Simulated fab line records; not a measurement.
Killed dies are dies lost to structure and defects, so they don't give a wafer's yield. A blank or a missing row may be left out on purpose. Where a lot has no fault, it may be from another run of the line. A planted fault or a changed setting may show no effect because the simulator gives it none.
The tool behind it: which one?	flow sky130	Sampling: 12 lots, 36 wafers, 5 of 708 route steps

== WHAT EACH GAUGE READ, for each wafer ==
SKY_METAL5_THK_MEAS_06: measures by xrf.
lot	measured	on	METAL5_ALCU_THK (nm)
L075	day 43 10:04	film-metro-04	1180 1197 1221
L078	day 44 06:42	film-metro-04	1215 1213 1246
L080	day 44 14:44	film-metro-04	1217 1207 1216
L081	day 44 22:19	film-metro-04	1173 1215 1184
L083	day 45 09:20	film-metro-02	1179 1180 1186
L085	day 45 19:19	film-metro-01	1189 1194 1196
L086	day 46 05:16	film-metro-04	1196 1187 1192
L089	day 46 10:43	film-metro-02	1208 1186 1188
L091	day 47 17:32	film-metro-01	1165 1163 1166
L093	day 47 21:38	film-metro-01	1181 1180 1186
L095	day 48 09:14	film-metro-04	1190 1183 1158
L097	day 48 11:46	film-metro-02	1221 1217 1194

== WHAT TOOL EACH LOT RAN ON (gives the tool, then ch and the chambers of the sampled wafers, and finally the start) ==
lot	SKY_METAL3_SPUTTER_02	SKY_CAPM_METAL_ETCH_13	SKY_CAP2M_SPUTTER_02	SKY_METAL4_DESCUM_15
L075	pvd-sputter-03, day 36 23:51	rie-metal-02 ch 0,1, day 38 01:37	pvd-sputter-04, day 40 07:44	rie-metal-03 ch 0,1, day 42 07:41
L078	pvd-sputter-01, day 37 23:22	rie-metal-01 ch 0,1, day 39 00:01	pvd-sputter-01, day 41 04:40	rie-metal-02 ch 0,1, day 43 04:50
L080	pvd-sputter-01, day 38 08:07	rie-metal-01 ch 0, day 39 09:11	pvd-sputter-04, day 41 13:44	rie-metal-04 ch 0,1, day 43 12:59
L081	pvd-sputter-01, day 38 16:21	rie-metal-02 ch 0, day 39 16:28	pvd-sputter-03, day 41 23:40	rie-metal-03 ch 0,1, day 43 21:14
L083	pvd-sputter-04, day 39 06:25	rie-metal-01 ch 0,1, day 40 06:56	pvd-sputter-04, day 42 09:28	rie-metal-04 ch 0, day 44 07:53
L085	pvd-sputter-01, day 39 18:32	rie-metal-04 ch 0, day 40 18:59	pvd-sputter-03, day 42 22:12	rie-metal-04 ch 0, day 44 18:50
L086	pvd-sputter-03, day 40 04:01	rie-metal-04 ch 0,1, day 41 03:53	pvd-sputter-04, day 43 07:13	rie-metal-04 ch 0,1, day 45 04:42
L089	pvd-sputter-03, day 40 10:52	rie-metal-01 ch 0,1, day 41 11:14	pvd-sputter-04, day 43 12:48	rie-metal-04 ch 0,1, day 45 09:50
L091	pvd-sputter-01, day 41 18:52	rie-metal-02 ch 0,1, day 42 18:16	pvd-sputter-04, day 44 19:21	rie-metal-03 ch 1, day 46 14:23
L093	pvd-sputter-01, day 42 03:07	rie-metal-02 ch 0,1, day 43 02:34	pvd-sputter-01, day 45 03:09	rie-metal-03 ch 0,1, day 46 21:59
L095	pvd-sputter-04, day 42 18:10	rie-metal-01 ch 0, day 43 16:49	pvd-sputter-01, day 45 16:05	rie-metal-04 ch 0,1, day 47 10:53
L097	pvd-sputter-04, day 42 23:58	rie-metal-04 ch 0,1, day 43 22:20	pvd-sputter-03, day 45 22:21	rie-metal-03 ch 0,1, day 47 14:29
- SKY_METAL3_SPUTTER_02: material AlCu, target thk 735 nm, time 39.1 s.
- SKY_CAPM_METAL_ETCH_13: etches TiN in Cl2/BCl3, stops on SiO2, target depth 220 nm, time 62.9 s.
- SKY_CAP2M_SPUTTER_02: material TiN, target thk 200 nm, time 166.7 s.
- SKY_METAL4_DESCUM_15: chemistry O2, time 8 s.

== THE ANSWER, worked out from the rows above alone ==
Rule: the usual values come from the lots themselves. Put in order of their means at a reading, lots are off if they are a third of the lots or fewer, leave a main group of 4 or more, and stand apart from it by a gap of 3 or more times the standard deviation of the main group's means; of several such gaps the widest counts. Not used: any main group whose means are identical at the precision the tables above print for the reading. Also off: a lot with no number at a reading for which 4 or more lots have one. All remaining lots with rows at the step are treated as sound.
None of the lots is off at any reading shown; this tells nothing.

== WHAT HAD BEEN PUT IN BY THE SIMULATOR ==
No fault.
